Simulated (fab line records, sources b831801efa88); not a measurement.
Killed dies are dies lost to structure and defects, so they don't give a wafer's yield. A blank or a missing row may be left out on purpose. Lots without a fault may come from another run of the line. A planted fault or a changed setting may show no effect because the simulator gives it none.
fab line records | flow sky130
record lots=6 wafers=18 last_day=49
route steps=708 shown VIA4@651 METAL5@661 PAD_OPEN@708
lots that met no fault: from a run of the same line without faults
start_h: hours from the record's first day to the start of the lot's first wafer shown | wait_h: hours since the lot's step before | " the same as in the row above | L1.1+2: a row that stands for several wafers | - no value, or no start given | * or withheld: withheld | < > ~ a bound
route shown NAME@n: a module of which the file shows steps, and the number in the route of the first | usual: mean/standard deviation of fault-free wafers | same: alike in all rows | chamber/n: place in a boat | sites: the reading at each site | _std_site: their standard deviation | _edge_site: outer sites' mean less inner sites' | radius_mm: how far each site lies from the wafer's centre | mask NAME#n: copy n | behind: the tool/chamber that last shaped the wafer | hold: why the lot was held/for how many hours/how that ended | device: the transistor (n, p or np) that didn't switch | end of line: the same wafers' tests at the end of the route | a step without rows: its recipe alone | killed: dies lost to structure and defects at the first sort, not the wafer's yield | map: a wafer's dies, x killed, . not, _ none there
set.NAME: the setting as run; set.NAME@STEP: as run at that earlier step | model.NAME: the simulator's own value behind a step, which no gauge read
lots at some steps of the route; a table a step, a row a wafer
services: from which hour (start_h, from the record's first day; less than 0 if before it) a tool's chamber was out of use, for how many hours, and why
## steps
# step SKY_VIA4_ETCH_12
# recipe target=SiO2 chemistry=C4F8/O2/Ar stop_on=TiN mask_material=NOVOLAK source_w=1500 bias_w=1200 pressure_mtorr=40 c4f8_flow_sccm=withheld O2_flow_sccm=6 Ar_flow_sccm=300 time_s=withheld target_depth_a=5800
# usual chamber_pressure_mTorr=40.00/0.04 oes_product_au=0.926/0.0047
# columns lot.wafer tool chamber start_h wait_h chamber_pressure_mTorr oes_product_au
L228.3 rie_diel-03 0 1029.82 0.0 39.99 0.919
L228.5 " 2 " " 39.96 0.917
L228.6 " 3 " " 40.00 0.927
L232.1 rie_diel-03 3 1053.93 0.0 39.99 0.912
L232.3 " 2 " " 40.03 0.923
L232.4 " 0 " " 40.05 0.929
L239.1 rie_diel-02 2 1094.47 0.0 40.04 0.922
L239.2 " 1 " " 40.05 0.932
L239.6 " 1 " " 40.04 0.934
L240.2 rie_diel-03 2 1095.34 0.0 39.96 0.922
L240.5 " 2 " " 39.99 0.921
L240.6 " 1 " " 39.98 0.928
L242.4 rie_diel-02 2 1109.92 0.0 40.00 0.921
L242.5 " 3 " " 40.04 0.921
L242.6 " 0 " " 39.99 0.922
L246.1 rie_diel-04 1 1129.47 0.0 40.07 0.923
L246.2 " 3 " " 40.04 0.930
L246.5 " 3 " " 40.04 0.927
# step SKY_VIA4_STRIP_13
# recipe chemistry=O2/N2 power_w=1400 pressure_mtorr=1500 platen_temp_c=withheld o2_flow_sccm=3000 n2_flow_sccm=300 overash_fraction=0.5
# usual chamber_pressure_mTorr=1500.0/1.4 drypump_motor_current_A=5.90/0.22 oes_product_au=0.709/0.0045 strip_time_to_endpoint_s=12.80/0.032
# columns lot.wafer tool chamber start_h wait_h chamber_pressure_mTorr drypump_motor_current_A oes_product_au rf_hours_counter_h strip_time_to_endpoint_s
L228.3 plasma_asher-03 1 1029.92 - 1501.8 5.83 0.708 - 12.84
L228.5 " 0 " " 1500.8 5.75 0.712 - 12.90
L228.6 " 1 " " 1500.8 5.83 0.703 - 12.85
L232.1 plasma_asher-03 1 1054.01 - 1498.2 5.84 0.708 86 12.77
L232.3 " 0 " " 1499.0 5.77 0.710 - 12.78
L232.4 " 1 " " 1499.7 5.82 0.706 - 12.82
L239.1 plasma_asher-03 0 1094.54 - 1501.7 5.72 0.712 90 12.76
L239.2 " 1 " " 1498.6 5.83 0.701 90 12.81
L239.6 " 1 " " 1499.7 5.87 0.710 - 12.78
L240.2 plasma_asher-03 1 1095.41 - 1496.7 5.84 0.715 90 12.88
L240.5 " 0 " " 1500.5 5.72 0.707 - 12.86
L240.6 " 1 " " 1501.3 5.84 0.710 - 12.89
L242.4 plasma_asher-04 0 1110.02 - 1499.8 5.77 0.708 - 12.80
L242.5 " 0 " " 1501.0 5.77 0.716 - 12.82
L242.6 " 1 " " 1501.1 6.40 0.715 - 12.82
L246.1 plasma_asher-04 0 1129.54 - 1499.1 5.74 0.702 5 12.80
L246.2 " 1 " " 1499.7 6.35 0.709 5 12.82
L246.5 " 0 " " 1500.0 5.75 0.713 - 12.74
# step SKY_VIA4_STRIP_14
# recipe chemistry=post_etch_residue_remover time_s=1200 temp_c=72.5
# step SKY_VIA4_CLEAN_15
# recipe chemistry=IPA time_s=180 temp_c=25
# step SKY_VIA4_CLEAN_16
# recipe chemistry=O3/DIW dry=n2_spin
# step SKY_VIA4_SPUTTER_17
# recipe material=TiN target_thk_nm=20 chamber_pressure_pa=5 power_w=4000 time_s=80
# step SKY_VIA4_CVD_18
# recipe material=W target_thk_nm=505 time_s=152.14 temp_c=400 pressure_torr=40
# step SKY_VIA4_RS_MEAS_19
# recipe thk_meas_gauge=four-point-probe reads=W_of_VIA4_CVD_18+TiN_of_VIA4_SPUTTER_17
# usual VIA4_W_RS=0.2271/0.0023
# columns lot.wafer tool chamber start_h wait_h VIA4_W_RS[ohm/sq]
L228.3 film_metro-01 - 1030.73 0.1 0.2262
L228.5 " - " " 0.2257
L228.6 " - " " 0.2284
L232.1 film_metro-02 - 1054.81 0.1 0.2276
L232.3 " - " " 0.2265
L232.4 " - " " 0.2270
L239.1 film_metro-01 - 1095.39 0.1 0.2244
L239.2 " - " " 0.2263
L239.6 " - " " 0.2269
L240.2 film_metro-04 - 1096.36 0.1 0.2292
L240.5 " - " " 0.2274
L240.6 " - " " 0.2253
L242.4 film_metro-02 - 1110.85 0.1 0.2303
L242.5 " - " " 0.2269
L242.6 " - " " 0.2257
L246.1 film_metro-04 - 1130.38 0.1 0.2246
L246.2 " - " " 0.2281
L246.5 " - " " 0.2274
# step SKY_VIA4_THK_MEAS_20
# recipe thk_meas_gauge=xrf reads=W_of_VIA4_CVD_18
# usual VIA4_W_THK=486/7.5
# columns lot.wafer tool chamber start_h wait_h VIA4_W_THK[nm]
L228.3 film_metro-01 - 1030.83 0.1 493
L228.5 " - " " 498
L228.6 " - " " 491
L232.1 film_metro-02 - 1054.93 0.1 483
L232.3 " - " " 486
L232.4 " - " " 484
L239.1 film_metro-01 - 1095.51 0.1 494
L239.2 " - " " 490
L239.6 " - " " 486
L240.2 film_metro-04 - 1096.47 0.1 480
L240.5 " - " " 484
L240.6 " - " " 487
L242.4 film_metro-02 - 1110.94 0.1 475
L242.5 " - " " 482
L242.6 " - " " 486
L246.1 film_metro-04 - 1130.50 0.1 483
L246.2 " - " " 474
L246.5 " - " " 477
# step SKY_VIA4_CMP_21
# recipe stop_on=SiO2 t_overpolish_s=25 down_force_psi=3.5 platen_rpm=60 target_thk_nm=0 pad_velocity_m_s=0.94248
# step SKY_METAL5_SPUTTER_00
# recipe material=Ti target_thk_nm=15 power_w=3000 time_s=10 chamber_pressure_pa=0.4
# usual throttle_valve_pct=29.8/0.74
# columns lot.wafer tool chamber start_h wait_h throttle_valve_pct
L228.3 pvd_sputter-02 - 1031.17 0.2 29.7
L228.5 " - " " 30.7
L228.6 " - " " 28.9
L232.1 pvd_sputter-01 - 1055.32 0.2 30.9
L232.3 " - " " 29.2
L232.4 " - " " 29.0
L239.1 pvd_sputter-02 - 1096.08 0.1 29.8
L239.2 " - " " 29.0
L239.6 " - " " 31.0
L240.2 pvd_sputter-02 - 1096.98 0.1 29.7
L240.5 " - " " 29.7
L240.6 " - " " 30.7
L242.4 pvd_sputter-01 - 1111.30 0.1 31.2
L242.5 " - " " 29.4
L242.6 " - " " 29.0
L246.1 pvd_sputter-04 - 1130.86 0.2 31.3
L246.2 " - " " 30.7
L246.5 " - " " 31.1
# step SKY_METAL5_SPUTTER_01
# recipe material=TiN target_thk_nm=20 power_w=6500 time_s=16.7 chamber_pressure_pa=0.4
# usual throttle_valve_pct=29.8/0.73
# columns lot.wafer tool chamber start_h wait_h throttle_valve_pct
L228.3 pvd_sputter-02 - 1031.20 0.0 29.8
L228.5 " - " " 30.8
L228.6 " - " " 28.9
L232.1 pvd_sputter-01 - 1055.34 0.0 31.1
L232.3 " - " " 29.2
L232.4 " - " " 28.8
L239.1 pvd_sputter-02 - 1096.10 0.0 29.8
L239.2 " - " " 29.1
L239.6 " - " " 30.8
L240.2 pvd_sputter-02 - 1097.00 0.0 29.8
L240.5 " - " " 29.8
L240.6 " - " " 30.6
L242.4 pvd_sputter-01 - 1111.32 0.0 31.1
L242.5 " - " " 29.4
L242.6 " - " " 29.0
L246.1 pvd_sputter-04 - 1130.88 0.0 31.1
L246.2 " - " " 30.7
L246.5 " - " " 31.2
# step SKY_METAL5_SPUTTER_02
# recipe material=AlCu target_thk_nm=1150 power_w=10600 time_s=61.2 chamber_pressure_pa=0.4
# usual throttle_valve_pct=29.8/0.74
# columns lot.wafer tool chamber start_h wait_h throttle_valve_pct model.AlCu_of_METAL5_SPUTTER_02.thk_nm
L228.3 pvd_sputter-02 - 1031.22 0.0 29.9 1171
L228.5 " - " " 30.7 1148
L228.6 " - " " 28.9 1153
L232.1 pvd_sputter-01 - 1055.37 0.0 31.0 1126
L232.3 " - " " 29.2 1141
L232.4 " - " " 28.8 1133
L239.1 pvd_sputter-02 - 1096.13 0.0 29.7 1146
L239.2 " - " " 28.7 1130
L239.6 " - " " 30.6 1560
L240.2 pvd_sputter-02 - 1097.03 0.0 29.8 1154
L240.5 " - " " 29.7 1151
L240.6 " - " " 30.9 1579
L242.4 pvd_sputter-01 - 1111.34 0.0 30.7 1140
L242.5 " - " " 29.6 1139
L242.6 " - " " 28.9 1125
L246.1 pvd_sputter-04 - 1130.91 0.0 31.2 1139
L246.2 " - " " 30.5 1167
L246.5 " - " " 30.8 1140
# step SKY_METAL5_SPUTTER_03
# recipe material=Ti target_thk_nm=5 power_w=3000 time_s=3.3 chamber_pressure_pa=0.4
# step SKY_METAL5_SPUTTER_04
# recipe material=TiN target_thk_nm=70 power_w=6500 time_s=58.3 chamber_pressure_pa=0.4
# step SKY_METAL5_RS_MEAS_05
# recipe thk_meas_gauge=four-point-probe reads=TiN_of_METAL5_SPUTTER_04+Ti_of_METAL5_SPUTTER_03+AlCu_of_METAL5_SPUTTER_02+TiN_of_METAL5_SPUTTER_01+Ti_of_METAL5_SPUTTER_00
# usual METAL5_ALCU_RS=0.02721/0.00028
# columns lot.wafer tool chamber start_h wait_h hold METAL5_ALCU_RS[ohm/sq]
L228.3 film_metro-04 - 1031.38 0.1 - 0.02652
L228.5 " - " " - 0.02703
L228.6 " - " " - 0.02698
L232.1 film_metro-02 - 1055.49 0.0 - 0.02771
L232.3 " - " " - 0.02731
L232.4 " - " " - 0.02756
L239.1 film_metro-03 - 1096.24 0.0 await_dispo/0.2h/release 0.02716
L239.2 " - " " await_dispo/0.2h/release 0.02762
L239.6 " - " " await_dispo/0.2h/release 0.01992
L239.1 film_metro-03 - 1096.61 0.3 - 0.02718
L239.2 " - " " - 0.0276
L239.6 " - " " - 0.01995
L240.2 film_metro-04 - 1097.16 0.0 await_dispo/0.2h/release 0.02695
L240.5 " - " " await_dispo/0.2h/release 0.02707
L240.6 " - " " await_dispo/0.2h/release 0.01964
L240.2 film_metro-04 - 1097.45 0.3 - 0.0269
L240.5 " - " " - 0.02706
L240.6 " - " " - 0.01963
L242.4 film_metro-04 - 1111.52 0.1 - 0.02724
L242.5 " - " " - 0.02723
L242.6 " - " " - 0.0276
L246.1 film_metro-04 - 1131.03 0.0 - 0.02728
L246.2 " - " " - 0.02661
L246.5 " - " " - 0.02724
# step SKY_METAL5_THK_MEAS_06
# recipe thk_meas_gauge=xrf reads=AlCu_of_METAL5_SPUTTER_02
# usual METAL5_ALCU_THK=1164/14
# columns lot.wafer tool chamber start_h wait_h hold METAL5_ALCU_THK[nm]
L228.3 film_metro-04 - 1031.48 0.1 - 1190
L228.5 " - " " - 1166
L228.6 " - " " - 1168
L232.1 film_metro-02 - 1055.61 0.1 - 1143
L232.3 " - " " - 1161
L232.4 " - " " - 1153
L239.1 film_metro-03 - 1098.90 2.3 await_dispo/0.2h/release 1166
L239.2 " - " " await_dispo/0.2h/release 1151
L239.6 " - " " await_dispo/0.2h/release 1583
L239.1 film_metro-03 - 1099.19 0.3 - 1162
L239.2 " - " " - 1150
L239.6 " - " " - 1581
L240.2 film_metro-04 - 1100.73 3.3 await_dispo/0.2h/release 1179
L240.5 " - " " await_dispo/0.2h/release 1176
L240.6 " - " " await_dispo/0.2h/release 1618
L240.2 film_metro-04 - 1100.96 0.2 - 1183
L240.5 " - " " - 1178
L240.6 " - " " - 1620
L242.4 film_metro-04 - 1111.61 0.1 - 1163
L242.5 " - " " - 1155
L242.6 " - " " - 1146
L246.1 film_metro-04 - 1131.15 0.1 - 1156
L246.2 " - " " - 1189
L246.5 " - " " - 1162
# step SKY_METAL5_HMDS_08
# recipe prime_time_s=60 prime_temp_c=120
# step SKY_METAL5_COAT_09
# recipe resist=NOVOLAK spin_rpm=3000 resist_thk_nm=1800
# step SKY_METAL5_SOFTBAKE_10
# recipe temp_c=90 time_s=60 resist=NOVOLAK
# step SKY_METAL5_EXPOSE_11
# recipe mask_id=MM5 na=0.6 source_shape=conventional sigma_outer=0.6 polarization=unpolarized target_cd_nm=1600 dose_mj=190
# step SKY_METAL5_PEB_12
# recipe temp_c=withheld time_s=* resist=NOVOLAK
# step SKY_METAL5_DEVELOP_13
# recipe resist=NOVOLAK developer=TMAH develop_time_s=60 dev_temp_c=23
# step SKY_METAL5_DESCUM_14
# recipe chemistry=O2 source_power_w=150 bias_power_w=0 pressure_mtorr=10 temp_c=40 time_s=11
# usual chamber_pressure_mTorr=10.000/0.0092 drypump_motor_current_A=5.6/0.55 oes_product_au=1.006/0.016
# columns lot.wafer tool chamber start_h wait_h chamber_pressure_mTorr drypump_motor_current_A oes_product_au rf_hours_counter_h
L228.3 rie_metal-03 1 1052.91 0.1 10.000 5.1 1.017 -
L228.5 " 1 " " 9.992 5.1 1.012 -
L228.6 " 0 " " 10.002 5.5 1.009 -
L232.1 rie_metal-03 0 1076.83 0.1 9.995 5.6 1.008 14
L232.3 " 0 " " 10.006 5.5 1.003 -
L232.4 " 1 " " 10.013 5.1 1.011 -
L239.1 rie_metal-03 0 1116.60 0.1 10.015 5.6 1.018 15
L239.2 " 1 " " 9.995 5.1 1.012 20
L239.6 " 0 " " 9.982 5.6 1.024 -
L240.2 rie_metal-02 1 1117.36 0.1 10.009 5.7 0.999 30
L240.5 " 0 " " 10.009 4.8 1.010 -
L240.6 " 1 " " 9.996 5.7 1.001 -
L242.4 rie_metal-03 0 1131.12 0.1 10.000 5.6 1.016 -
L242.5 " 0 " " 10.017 5.6 1.021 -
L242.6 " 1 " " 10.012 5.1 1.016 -
L246.1 rie_metal-01 1 1149.16 0.1 10.009 6.6 1.004 16
L246.2 " 0 " " 9.990 5.4 1.045 21
L246.5 " 0 " " 9.988 5.4 1.035 -
# step SKY_METAL5_METAL_ETCH_15
# recipe target_depth_a=12600 stop_on=SiO2 over_etch_frac=0.2 time_s=252 chemistry=Cl2/BCl3 resist_sidewall_deg=86 pressure_mtorr=10 icp_w=900 bias_w=48.5 Cl2_flow_sccm=60 bcl3_flow_sccm=30
# usual chamber_pressure_mTorr=10.001/0.0099 drypump_motor_current_A=5.6/0.55 oes_product_au=0.895/0.0052 throttle_valve_pct=22.264/0.0099
# columns lot.wafer tool chamber start_h wait_h chamber_pressure_mTorr drypump_motor_current_A oes_product_au rf_hours_counter_h throttle_valve_pct
L228.3 rie_metal-03 1 1053.01 0.1 10.024 5.1 0.895 - 22.264
L228.5 " 1 " " 10.009 5.1 0.893 - 22.274
L228.6 " 0 " " 10.007 5.5 0.889 - 22.270
L232.1 rie_metal-03 0 1076.87 0.0 10.002 5.5 0.900 14 22.272
L232.3 " 0 " " 10.003 5.5 0.890 - 22.276
L232.4 " 1 " " 10.006 5.1 0.900 - 22.254
L239.1 rie_metal-03 0 1116.63 0.0 10.011 5.5 0.896 15 22.269
L239.2 " 1 " " 10.001 5.1 0.898 20 22.248
L239.6 " 0 " " 10.018 5.5 1.009 - 22.279
L240.2 rie_metal-02 1 1117.40 0.0 10.016 5.7 0.900 31 22.253
L240.5 " 0 " " 10.006 4.8 0.895 - 22.250
L240.6 " 1 " " 9.993 5.7 0.994 - 22.250
L242.4 rie_metal-03 0 1131.22 0.1 9.989 5.5 0.887 - 22.278
L242.5 " 0 " " 10.010 5.5 0.891 - 22.262
L242.6 " 1 " " 9.997 5.1 0.895 - 22.249
L246.1 rie_metal-01 1 1149.20 0.0 9.993 6.6 0.904 16 22.259
L246.2 " 0 " " 9.993 5.5 0.901 21 22.278
L246.5 " 0 " " 10.006 5.4 0.880 - 22.257
# step SKY_METAL5_STRIP_16
# recipe chemistry=O2/N2 power_w=1400 pressure_mtorr=1500 platen_temp_c=withheld o2_flow_sccm=3000 n2_flow_sccm=300 overash_fraction=0.5
# step SKY_PAD_OPEN_PROBE_99
# usual defect_limited_yield=82.5/1.9 killed_at_M0_to_M3=43/6.8 killed_at_M4_up=3.0/1.6 killed_at_contacts=25/6 killed_at_front_end=15/4.4 killed_at_other=0.3/0.52 killed_dies=86/9.6 killed_on_rim=17/3.5 killed_open=47/6.7 killed_short=39/6.8 sort_bin_3_pad_short=0.9/0.43 sort_bin_5_function=10.3/1.5 sort_bin_6_memory=6.3/1.1 sort_n_pass=406/9.6 sort_yield_pct=82.5/1.9
# same gross_dies=492 killed_at_back_side=0 sort_bin_4_leakage[%]=0 sort_bin_8_speed[%]=0
# columns lot.wafer tool chamber start_h wait_h hold defect_limited_yield[%] killed_at_M0_to_M3 killed_at_M4_up killed_at_contacts killed_at_front_end killed_at_other killed_dies killed_on_rim killed_open killed_short sort_bin_3_pad_short[%] sort_bin_5_function[%] sort_bin_6_memory[%] sort_n_pass sort_yield_pct[%]
L228.3 prober-02 - 1098.01 0.2 - 85.4 34 4 21 13 0 72 13 47 25 1.0 9.1 4.5 420 85.4
L228.5 prober-02 - 1098.11 0.2 - 84.6 35 3 26 12 0 76 21 42 34 0.4 8.9 6.1 416 84.6
L228.6 prober-02 - 1098.16 0.2 - 83.7 43 1 25 11 0 80 14 53 27 0.8 9.1 6.3 412 83.7
L232.1 prober-01 - 1121.06 0.1 - 83.3 43 1 27 11 0 82 20 45 37 0.6 10.0 6.1 410 83.3
L232.3 prober-01 - 1121.16 0.2 - 82.7 48 2 24 11 0 85 14 44 41 0.6 10.6 6.1 407 82.7
L232.4 prober-01 - 1121.21 0.2 - 83.1 42 3 28 9 1 83 18 43 40 1.2 8.5 7.1 409 83.1
L239.1 prober-01 - 1158.30 0.1 await_dispo/4.3h/release 81.3 38 4 37 13 0 92 13 48 44 0.8 11.6 6.3 400 81.3
L239.2 prober-01 - 1158.35 0.1 await_dispo/4.3h/release 80.5 46 4 31 15 0 96 21 52 44 0.8 10.8 7.9 396 80.5
L239.6 prober-01 - 1158.55 0.2 await_dispo/4.3h/release 0 42 411 24 15 0 492 96 44 40 0.6 91.3 8.1 0 0
L240.2 prober-02 - 1160.03 0.1 await_dispo/3.1h/release 85.6 29 1 30 11 0 71 15 34 37 0.8 8.7 4.9 421 85.6
L240.5 prober-02 - 1160.18 0.2 await_dispo/3.1h/release 82.7 43 3 26 13 0 85 14 45 40 0.6 10.8 5.9 407 82.7
L240.6 prober-02 - 1160.23 0.2 await_dispo/3.1h/release 0 41 423 18 9 1 492 96 32 38 0.8 93.3 5.9 0 0
L242.4 prober-02 - 1170.68 0.2 - 83.5 35 2 35 9 0 81 16 49 32 0.4 9.6 6.5 411 83.5
L242.5 prober-02 - 1170.73 0.2 - 82.3 35 8 27 16 1 87 9 47 39 0.6 11.2 5.9 405 82.3
L242.6 prober-02 - 1170.78 0.2 - 81.9 44 4 25 16 0 89 15 53 36 1.0 11.0 6.1 403 81.9
L246.1 prober-02 - 1186.38 0.1 - 80.3 53 4 25 15 0 97 21 52 45 1.2 11.2 7.3 395 80.3
L246.2 prober-02 - 1186.43 0.1 - 82.1 43 2 24 19 0 88 18 45 43 0.6 10.8 6.5 404 82.1
L246.5 prober-02 - 1186.58 0.2 - 81.9 46 2 28 13 0 89 15 55 34 0.4 10.6 7.1 403 81.9
# killed by level:class
L228.3 CONTACT:geometric_particle:open=11 VIA2:geometric_particle:open=10 VIA1:geometric_particle:open=9 LI_CONTACT:geometric_particle:open=6 FIELD_ISO:geometric_particle:short=5 METAL4:geometric_particle:short=4 METAL1:geometric_particle:short=4 VIA3:geometric_particle:open=4
L228.5 CONTACT:geometric_particle:open=10 LI_CONTACT:geometric_particle:open=8 VIA2:geometric_particle:open=5 POLY_GATE:geometric_particle:open=5 VIA1:geometric_particle:short=5 METAL3:geometric_particle:short=5 VIA3:geometric_particle:open=5 LOCAL_INTERCONNECT:geometric_particle:short=4
L228.6 VIA1:geometric_particle:open=15 CONTACT:geometric_particle:open=11 VIA2:geometric_particle:open=8 VIA3:geometric_particle:open=6 METAL2:geometric_particle:short=6 FIELD_ISO:geometric_particle:open=5 LI_CONTACT:geometric_particle:open=5 LOCAL_INTERCONNECT:geometric_particle:short=5
L232.1 VIA1:geometric_particle:open=10 CONTACT:geometric_particle:open=9 METAL1:geometric_particle:short=6 LI_CONTACT:geometric_particle:open=5 VIA1:geometric_particle:short=5 METAL2:geometric_particle:short=5 LOCAL_INTERCONNECT:geometric_particle:short=4 CONTACT:geometric_particle:short=4
L232.3 VIA1:geometric_particle:open=14 VIA2:geometric_particle:open=9 CONTACT:geometric_particle:short=8 METAL3:geometric_particle:short=6 METAL1:geometric_particle:short=6 LI_CONTACT:geometric_particle:open=5 POLY_GATE:geometric_particle:short=4 CONTACT:geometric_particle:open=4
L232.4 VIA1:geometric_particle:open=10 LI_CONTACT:geometric_particle:open=9 METAL1:geometric_particle:short=9 CONTACT:geometric_particle:short=8 CONTACT:geometric_particle:open=8 VIA3:geometric_particle:open=7 METAL2:geometric_particle:short=5 METAL3:geometric_particle:short=5
L239.1 CONTACT:geometric_particle:open=11 VIA1:geometric_particle:open=10 LI_CONTACT:geometric_particle:open=9 CONTACT:geometric_particle:short=6 VIA1:geometric_particle:short=6 LOCAL_INTERCONNECT:geometric_particle:short=5 VIA3:geometric_particle:open=5 FIELD_ISO:geometric_particle:short=4
L239.2 CONTACT:geometric_particle:open=11 VIA3:geometric_particle:open=9 VIA1:geometric_particle:open=7 CONTACT:geometric_particle:short=7 POLY_GATE:geometric_particle:open=6 METAL3:geometric_particle:short=6 LI_CONTACT:geometric_particle:open=5 LOCAL_INTERCONNECT:geometric_particle:short=5
L239.6 METAL5:area_etch=408 VIA1:geometric_particle:open=11 CONTACT:geometric_particle:open=7 METAL2:geometric_particle:short=7 LOCAL_INTERCONNECT:geometric_particle:short=6 VIA2:geometric_particle:open=6 METAL1:geometric_particle:short=5 POLY_GATE:geometric_particle:short=4
L240.2 CONTACT:geometric_particle:open=9 LI_CONTACT:geometric_particle:open=7 LOCAL_INTERCONNECT:geometric_particle:short=7 VIA1:geometric_particle:open=7 FIELD_ISO:geometric_particle:short=5 CONTACT:geometric_particle:short=4 VIA1:geometric_particle:short=4 VIA3:geometric_particle:open=4
L240.5 VIA1:geometric_particle:open=11 CONTACT:geometric_particle:open=10 METAL2:geometric_particle:short=8 CONTACT:geometric_particle:short=7 VIA3:geometric_particle:open=6 METAL1:geometric_particle:short=5 LI_CONTACT:geometric_particle:open=4 VIA2:geometric_particle:open=4
L240.6 METAL5:area_etch=421 VIA1:geometric_particle:open=9 LI_CONTACT:geometric_particle:short=7 METAL1:geometric_particle:short=7 CONTACT:geometric_particle:open=5 FIELD_ISO:geometric_particle:open=4 METAL2:geometric_particle:short=4 VIA3:geometric_particle:short=4
L242.4 LI_CONTACT:geometric_particle:open=13 VIA1:geometric_particle:open=12 CONTACT:geometric_particle:open=8 LI_CONTACT:geometric_particle:short=5 CONTACT:geometric_particle:short=5 VIA2:geometric_particle:open=5 LOCAL_INTERCONNECT:geometric_particle:short=4 METAL1:geometric_particle:short=3
L242.5 VIA1:geometric_particle:open=12 CONTACT:geometric_particle:open=10 POLY_GATE:geometric_particle:open=6 METAL4:geometric_particle:short=6 FIELD_ISO:geometric_particle:short=5 LI_CONTACT:geometric_particle:open=5 LOCAL_INTERCONNECT:geometric_particle:short=5 METAL1:geometric_particle:short=5
L242.6 LI_CONTACT:geometric_particle:open=11 VIA3:geometric_particle:open=10 VIA1:geometric_particle:open=9 VIA2:geometric_particle:open=7 CONTACT:geometric_particle:open=6 VIA1:geometric_particle:short=5 METAL4:geometric_particle:short=4 POLY_GATE:geometric_particle:short=4
L246.1 VIA1:geometric_particle:open=14 CONTACT:geometric_particle:open=13 METAL2:geometric_particle:short=11 VIA3:geometric_particle:open=9 FIELD_ISO:geometric_particle:open=6 LOCAL_INTERCONNECT:geometric_particle:short=6 VIA2:geometric_particle:short=6 CONTACT:geometric_particle:short=5
L246.2 VIA1:geometric_particle:open=8 VIA3:geometric_particle:open=8 CONTACT:geometric_particle:open=7 METAL2:geometric_particle:short=7 LI_CONTACT:geometric_particle:open=6 CONTACT:geometric_particle:short=6 VIA1:geometric_particle:short=5 VIA2:geometric_particle:short=5
L246.5 LI_CONTACT:geometric_particle:open=9 CONTACT:geometric_particle:short=9 VIA2:geometric_particle:open=9 VIA1:geometric_particle:open=9 CONTACT:geometric_particle:open=8 VIA3:geometric_particle:open=6 FIELD_ISO:geometric_particle:open=5 VIA1:geometric_particle:short=5
# map L239.6 (x killed, . not)
__________xxxxxxxxxx_________
________xxxxxxxxxxxxxx_______
______xxxxxxxxxxxxxxxxxx_____
_____xxxxxxxxxxxxxxxxxxxx____
____xxxxxxxxxxxxxxxxxxxxxx___
___xxxxxxxxxxxxxxxxxxxxxxxx__
__xxxxxxxxxxxxxxxxxxxxxxxxxx_
_xxxxxxxxxxxxxxxxxxxxxxxxxxxx
_xxxxxxxxxxxxxxxxxxxxxxxxxxxx
_xxxxxxxxxxxxxxxxxxxxxxxxxxxx
_xxxxxxxxxxxxxxxxxxxxxxxxxxxx
_xxxxxxxxxxxxxxxxxxxxxxxxxxxx
_xxxxxxxxxxxxxxxxxxxxxxxxxxxx
_xxxxxxxxxxxxxxxxxxxxxxxxxxxx
_xxxxxxxxxxxxxxxxxxxxxxxxxxxx
__xxxxxxxxxxxxxxxxxxxxxxxxxx_
___xxxxxxxxxxxxxxxxxxxxxxxx__
____xxxxxxxxxxxxxxxxxxxxxx___
_____xxxxxxxxxxxxxxxxxxxx____
______xxxxxxxxxxxxxxxxxx_____
________xxxxxxxxxxxxxx_______
__________xxxxxxxxxx_________
# map L240.6 (x killed, . not)
__________xxxxxxxxxx_________
________xxxxxxxxxxxxxx_______
______xxxxxxxxxxxxxxxxxx_____
_____xxxxxxxxxxxxxxxxxxxx____
____xxxxxxxxxxxxxxxxxxxxxx___
___xxxxxxxxxxxxxxxxxxxxxxxx__
__xxxxxxxxxxxxxxxxxxxxxxxxxx_
_xxxxxxxxxxxxxxxxxxxxxxxxxxxx
_xxxxxxxxxxxxxxxxxxxxxxxxxxxx
_xxxxxxxxxxxxxxxxxxxxxxxxxxxx
_xxxxxxxxxxxxxxxxxxxxxxxxxxxx
_xxxxxxxxxxxxxxxxxxxxxxxxxxxx
_xxxxxxxxxxxxxxxxxxxxxxxxxxxx
_xxxxxxxxxxxxxxxxxxxxxxxxxxxx
_xxxxxxxxxxxxxxxxxxxxxxxxxxxx
__xxxxxxxxxxxxxxxxxxxxxxxxxx_
___xxxxxxxxxxxxxxxxxxxxxxxx__
____xxxxxxxxxxxxxxxxxxxxxx___
_____xxxxxxxxxxxxxxxxxxxx____
______xxxxxxxxxxxxxxxxxx_____
________xxxxxxxxxxxxxx_______
__________xxxxxxxxxx_________
## services
# columns tool chamber start_h hours kind
plasma_asher-04 - 1012.25 2.1 repair
rie_metal-03 - 1024.43 2.8 pm
pvd_sputter-04 - 1029.32 9.2 repair
rie_diel-02 0 1035.58 21.4 repair
plasma_asher-04 - 1055.32 9.0 pm
plasma_asher-04 0 1055.32 9.0 vent_cycle
plasma_asher-04 1 1055.32 9.0 vent_cycle
plasma_asher-04 0 1064.32 - clean
plasma_asher-04 1 1064.32 - clean
plasma_asher-04 - 1067.62 1.2 repair
rie_diel-03 - 1073.55 1.0 repair
rie_diel-03 3 1076.25 5.1 repair
rie_metal-02 0 1078.38 8.6 repair
rie_metal-03 - 1078.87 28.1 pm
rie_diel-02 3 1079.80 22.2 repair
plasma_asher-04 - 1084.25 12.1 repair
rie_diel-03 3 1089.13 3.1 repair
pvd_sputter-01 - 1090.49 6.5 repair
rie_diel-04 - 1093.27 2.8 pm
rie_diel-04 0 1096.57 10.3 repair
plasma_asher-04 - 1115.41 0.4 repair
rie_diel-04 - 1120.64 0.1 repair
plasma_asher-03 - 1123.07 3.6 repair
plasma_asher-03 - 1123.67 2.1 repair
## key
first_sign step=SKY_METAL5_RS_MEAS_05 reading=visit direction=added
effect step=SKY_METAL5_RS_MEAS_05 reading=METAL5_ALCU_RS direction=down sigmas=27 usual=0.02721 struck=0.01978
effect step=SKY_METAL5_THK_MEAS_06 reading=visit direction=added
effect step=SKY_METAL5_THK_MEAS_06 reading=METAL5_ALCU_THK direction=up sigmas=32 usual=1164 struck=1600
effect step=SKY_METAL5_METAL_ETCH_15 reading=oes_product_au direction=up sigmas=20 usual=0.895 struck=1.002
effect step=SKY_PAD_OPEN_PROBE_99 reading=killed_at_M4_up direction=up sigmas=99+ usual=3.0 struck=417
model_effect step=SKY_METAL5_SPUTTER_02 value=AlCu_of_METAL5_SPUTTER_02.thk_nm without=1149 struck=1570
more_kills_born_at SKY_METAL5_METAL_ETCH_15@rie_metal-02=421 SKY_METAL5_METAL_ETCH_15@rie_metal-03=408
met_at SKY_METAL5_SPUTTER_02
struck_wafers L239.6,L240.6
later_rows_left_out L239.6,L240.6
onset_between 1031.22 1096.13
fault kind=process_parameter_drift tool=pvd_sputter-02 chamber=- onset_h=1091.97 steps=SKY_METAL5_SPUTTER_02 channel=target_thk_nm offset=420.88 shape=step end_h=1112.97 scope=struck_wafers_only acts_in=these_recipes_only stated=1150
# later_rows_left_out: the simulator's readings of these wafers behind a module that went badly wrong aren't trusted and aren't shown, but for the sort
